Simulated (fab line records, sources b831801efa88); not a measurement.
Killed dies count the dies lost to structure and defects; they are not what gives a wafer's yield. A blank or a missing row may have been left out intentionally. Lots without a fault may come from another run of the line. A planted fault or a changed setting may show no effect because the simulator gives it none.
Chamber matching | flow gf180mcu | cmp-01 running GF_CONTACT_CMP_04: 4 sister chambers
The step polishes SiO2. 4 wafers are shown with their chamber, then 9 later ones without.

WAFERS PAIRED WITH THEIR CHAMBERS
wafer  | chamber | motor_current_A (A)
L471.2 | 3       | 13.8
L472.2 | 1       | 11.4
L472.3 | 2       | 12.7
L472.6 | 0       | 13.4

WAFERS WHOSE CHAMBER IS MISSING
wafer  | motor_current_A (A)
L473.1 | 11.3
L473.3 | 12.8
L473.5 | 12.5
L478.1 | 11.4
L478.4 | 12.9
L478.5 | 13.7
L481.2 | 12.4
L481.5 | 13.6
L481.6 | 13.3

CHAMBER TAKEN BY EACH
wafer  | from the rows above     | in truth
L473.1 | 1                       | 1
L473.3 | 2                       | 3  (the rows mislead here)
L473.5 | 2                       | 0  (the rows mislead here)
L478.1 | 1                       | 1
L478.4 | can't be placed: 2 or 0 | 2
L478.5 | can't be placed: 3 or 0 | 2
L481.2 | 2                       | 2
L481.5 | can't be placed: 0 or 3 | 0
L481.6 | 0                       | 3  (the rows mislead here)
3 of 9 placed correctly. Unplaceable from these rows: 3, with the true chamber sitting among the candidates in 2. Placed wrongly: 3.
How it was worked out, from the rows above alone: a wafer's distance from a chamber is the root of the sum, over the readings, of the square of ((its reading less the chamber's mean) divided by the reading's scatter). The wafer belongs to the nearest chamber; if the next one is less than 2 further off, it can't be placed. A chamber's mean is the mean of its shown wafers. The scatter (one wafer shown for each chamber): square how far every hidden wafer sits from the nearest shown wafer, average those squares and take the square root.
